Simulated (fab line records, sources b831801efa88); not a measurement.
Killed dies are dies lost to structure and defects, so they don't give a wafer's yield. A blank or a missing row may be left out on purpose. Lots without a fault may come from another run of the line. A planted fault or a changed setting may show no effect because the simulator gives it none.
A struck lot beside a sound one | flow sky130 | 15 steps out of a route of 708
Sound: wafers L172.1, L172.5, L172.6. Struck: wafers L179.1, L179.3, L179.4. The cause comes at the end.
At each step with rows: each side's tool, then ch and its chambers, then its first start. Under that, the readings that differ: sound wafers | struck wafers | difference of the means | sigmas: that difference in standard deviations of wafers without a fault.
alike: readings whose means differ by less than 2 such deviations, and words and numbers that are the same on both sides. not compared: withheld readings, readings that some wafer has no value for, bounds like >300 that may hide the same value, and numbers for which the record gives no deviation and whose values overlap.
The two part at a step that has a row with sigmas, a row that says differs or no value, or rows on one side only. Numbers that don't overlap but have no deviation are shown without sigmas and don't part them. A reading that every wafer of one side lacks parts them only if that side has two wafers or more.

first, 4 steps without rows for these wafers: SKY_LDD_N_SOFTBAKE_03 (time 60 s); SKY_LDD_N_EXPOSE_04 (exposes mask NTM, target cd 840 nm); SKY_LDD_N_PEB_05; SKY_LDD_N_DEVELOP_06 (develop time 60 s).
SKY_LDD_N_OVL_MEAS_07:
  sound on overlay-01, day 22 16:40; struck on overlay-02, day 25 01:18
  alike: LDD_N_OVL
then, 7 steps without rows for these wafers: SKY_LDD_N_IMPLANT_08; SKY_LDD_N_IMPLANT_09; SKY_LDD_N_IMPLANT_10; SKY_LDD_N_IMPLANT_11; SKY_LDD_N_IMPLANT_12; SKY_LDD_N_IMPLANT_13; SKY_LDD_N_IMPLANT_14.
SKY_LDD_N_IMPLANT_15:
  sound on implanter-01 ch 0, day 22 17:45; struck on implanter-01 ch 0, day 25 02:23
  reading            | sound                         | struck                        | difference | sigmas
  dose_ions_cm2      | 4.998e+12 4.995e+12 4.995e+12 | 6.271e+12 6.278e+12 6.285e+12 | +1.282e+12 | +99 or more
  faraday_current_uA | 27.9 28.3 28.8                | 35.6 35.5 35.6                | +7.2       | +13
SKY_LDD_N_STRIP_16: strips in O2/N2.
  sound on plasma_asher-03 ch 0,1, day 22 17:54; struck on plasma_asher-04 ch 0,1, day 25 02:32
  alike: drypump_motor_current_A, oes_product_au, strip_time_to_endpoint_s
  not compared: rf_hours_counter_h
-- the record jumps here: 25 days lie between the struck wafers' starts before and after (it left off in module LDD_N and takes up again in module PAD_OPEN, whose first step shown is number 708 of the route) --
SKY_PAD_OPEN_PROBE_99:
  sound on prober-01, day 49 09:22; struck on prober-02, day 50 11:56
  reading                                   | sound                | struck               | difference | sigmas
  model.etest.nfet_01v8_turned.vt_sat_v (V) | 0.6511 0.6565 0.6522 | 0.6731 0.6625 0.6734 | +0.0164    |
  alike: killed_at_M0_to_M3, killed_at_M4_up, killed_at_contacts, killed_at_front_end, killed_at_other, killed_dies, killed_open, killed_short

WHERE THEY PART
Only at SKY_LDD_N_IMPLANT_15, within this record. Later steps at which nothing parts them and some readings are alike: SKY_LDD_N_STRIP_16, SKY_PAD_OPEN_PROBE_99.

WHY: what the simulator had put in
Process parameter drift: implanter-01, from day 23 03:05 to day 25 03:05, at SKY_LDD_N_IMPLANT_15. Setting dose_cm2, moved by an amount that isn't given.
